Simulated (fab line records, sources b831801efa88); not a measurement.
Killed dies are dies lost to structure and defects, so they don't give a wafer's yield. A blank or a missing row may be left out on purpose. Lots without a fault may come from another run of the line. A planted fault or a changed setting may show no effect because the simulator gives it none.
Which tool did it? | flow sky130 | 13 lots, 39 wafers sampled, at 5 steps of a route of 708

WHAT THE GAUGES READ, wafer by wafer
SKY_FIELD_ISO_CD_MEAS_13: target cd 150 nm.
lot  | measured    | on        | cd_nm (nm)
L498 | day 2 06:55 | cd_sem-01 | 149.5 149.0 149.9
L500 | day 2 15:37 | cd_sem-02 | 151.8 149.8 152.1
L501 | day 2 22:37 | cd_sem-02 | 149.7 149.9 150.2
L502 | day 3 02:37 | cd_sem-01 | 149.1 150.9 148.2
L504 | day 3 12:13 | cd_sem-01 | 147.6 147.9 146.9
L509 | day 4 12:04 | cd_sem-01 | 150.4 150.4 150.5
L511 | day 5 11:32 | cd_sem-01 | 149.7 151.2 149.9
L514 | day 5 18:41 | cd_sem-02 | 141.2 142.8 141.5 141.3 142.8 141.8
L515 | day 5 23:47 | cd_sem-02 | 150.1 149.1 149.5
L517 | day 6 06:46 | cd_sem-02 | 152.2 151.6 152.4
L518 | day 6 15:01 | cd_sem-02 | 151.1 151.3 149.0
L519 | day 6 17:46 | cd_sem-01 | 153.2 152.8 152.8
L521 | day 7 05:25 | cd_sem-02 | 147.8 148.9 149.4

SKY_FIELD_ISO_THK_MEAS_23.
lot  | measured    | on            | FIELD_ISO_OXIDATION_01_THK (nm)
L498 | day 2 10:55 | film_metro-04 | 10.06 9.98 10.20
L500 | day 2 19:24 | film_metro-01 | 10.12 10.12 10.38
L501 | day 3 00:44 | film_metro-03 | 10.08 9.98 10.08
L502 | day 3 05:05 | film_metro-01 | 10.04 9.87 9.89
L504 | day 3 14:44 | film_metro-01 | 10.15 10.04 10.29
L509 | day 4 14:28 | film_metro-01 | 10.66 10.67 10.48
L511 | day 5 13:22 | film_metro-04 | 10.14 10.15 10.05
L514 | day 6 06:43 | film_metro-03 | 9.62 9.70 9.56
L515 | day 6 04:11 | film_metro-01 | 10.01 9.85 9.81
L517 | day 6 08:47 | film_metro-01 | 10.07 10.11 9.98
L518 | day 6 17:21 | film_metro-01 | 9.77 9.85 9.89
L519 | day 6 20:13 | film_metro-03 | 9.99 10.03 10.11
L521 | day 7 07:32 | film_metro-03 | 10.16 10.15 10.22

SKY_LOCAL_INTERCONNECT_RS_MEAS_01: measures by four-point-probe.
lot  | measured     | on            | LOCAL_INTERCONNECT_TIN_RS (ohm/sq)
L498 | day 28 23:24 | film_metro-03 | 14.16 14.11 13.87
L500 | day 29 13:44 | film_metro-02 | 14.31 14.54 14.37
L501 | day 29 17:29 | film_metro-03 | 14.30 14.22 14.10
L502 | day 29 21:52 | film_metro-02 | 13.98 13.86 14.16
L504 | day 30 18:17 | film_metro-02 | 14.53 14.17 14.47
L509 | day 32 15:13 | film_metro-01 | 14.11 14.06 13.95
L511 | day 33 21:29 | film_metro-02 | 14.24 14.19 14.59
L514 | day 34 17:40 | film_metro-01 | 14.31 14.24 14.18
L515 | day 34 18:58 | film_metro-01 | 14.09 14.55 14.12
L517 | day 35 00:31 | film_metro-03 | 14.16 14.26 14.23
L518 | day 35 06:16 | film_metro-02 | 14.17 14.09 14.28
L519 | day 35 16:39 | film_metro-01 | 14.30 14.08 14.24
L521 | day 36 07:40 | film_metro-01 | 14.24 14.26 14.35

SKY_LOCAL_INTERCONNECT_OVL_MEAS_12.
lot  | measured     | on         | LOCAL_INTERCONNECT_OVL (nm)
L498 | day 30 04:30 | overlay-02 | -6 -9 -1
L500 | day 30 18:00 | overlay-02 | -4 -9 -9
L501 | day 30 21:36 | overlay-01 | -3 1 -10
L502 | day 31 01:44 | overlay-01 | -11 -12 -12
L504 | day 31 22:07 | overlay-02 | 1 4 -8
L509 | day 33 19:51 | overlay-01 | -6 -9 -11
L511 | day 34 23:48 | overlay-01 | -6 -3 3
L514 | day 35 18:59 | overlay-01 | -7 -4 -4
L515 | day 35 21:29 | overlay-01 | 1 -3 0
L517 | day 36 02:36 | overlay-01 | 5 1 4
L518 | day 36 08:04 | overlay-01 | 2 14 2
L519 | day 36 19:05 | overlay-01 | -10 4 -2
L521 | day 37 09:21 | overlay-01 | 4 9 8

WHICH TOOL RAN EACH LOT (tool, then ch and the chambers of the sampled wafers, then the start)
lot  | SKY_FIELD_ISO_EXPOSE_10
L498 | krf_scanner-02 ch 0, day 1 23:05
L500 | krf_scanner-02 ch 0, day 2 08:41
L501 | krf_scanner-01 ch 0, day 2 14:44
L502 | krf_scanner-02 ch 0, day 2 19:14
L504 | krf_scanner-02 ch 0, day 3 04:28
L509 | krf_scanner-01 ch 0, day 4 05:23
L511 | krf_scanner-02 ch 0, day 5 02:38
L514 | krf_scanner-01 ch 0, day 5 09:16
L515 | krf_scanner-02 ch 0, day 5 15:46
L517 | krf_scanner-01 ch 0, day 5 21:57
L518 | krf_scanner-02 ch 0, day 6 05:07
L519 | krf_scanner-01 ch 0, day 6 09:05
L521 | krf_scanner-01 ch 0, day 6 19:56
- SKY_FIELD_ISO_EXPOSE_10: exposes mask FOM, target cd 150 nm.

WHAT THE TOOLS THEMSELVES READ (means of the sampled wafers that have a number; where no wafer has one, the mark that the record gives instead)
The record holds no such reading with a usual standard deviation.

THE ANSWER, worked out from the rows above alone
Rule: what is usual is taken from the lots themselves. Put in order of their means at a reading, lots are off if they are a third of the lots or fewer, leave a main group of 4 or more, and stand apart from it by a gap of 3 or more times the standard deviation of the main group's means; of several such gaps the widest counts. A main group whose means are all the same, to the digits that the tables above print for the reading, isn't used. A lot without any number at a reading at which 4 lots or more have one is off too. The other lots that the step has rows for count as sound. The gauges are gone through in route order, then the tools' own readings, and for those a lot's mean is taken as printed above. The first step at which some lot is off is used, and at that step the reading that is off furthest; a lot without a number counts as furthest.
Off: L514, at SKY_FIELD_ISO_CD_MEAS_13 (cd_nm). The main group: mean 150.2 nm, standard deviation 1.4.
A tool fits if, at a process step before that reading, it ran every lot that is off, and no sound lot after the first of them. The gauges at SKY_FIELD_ISO_CD_MEAS_13 are tried like those tools. None of those tried fits.

WHAT THE SIMULATOR HAD PUT IN
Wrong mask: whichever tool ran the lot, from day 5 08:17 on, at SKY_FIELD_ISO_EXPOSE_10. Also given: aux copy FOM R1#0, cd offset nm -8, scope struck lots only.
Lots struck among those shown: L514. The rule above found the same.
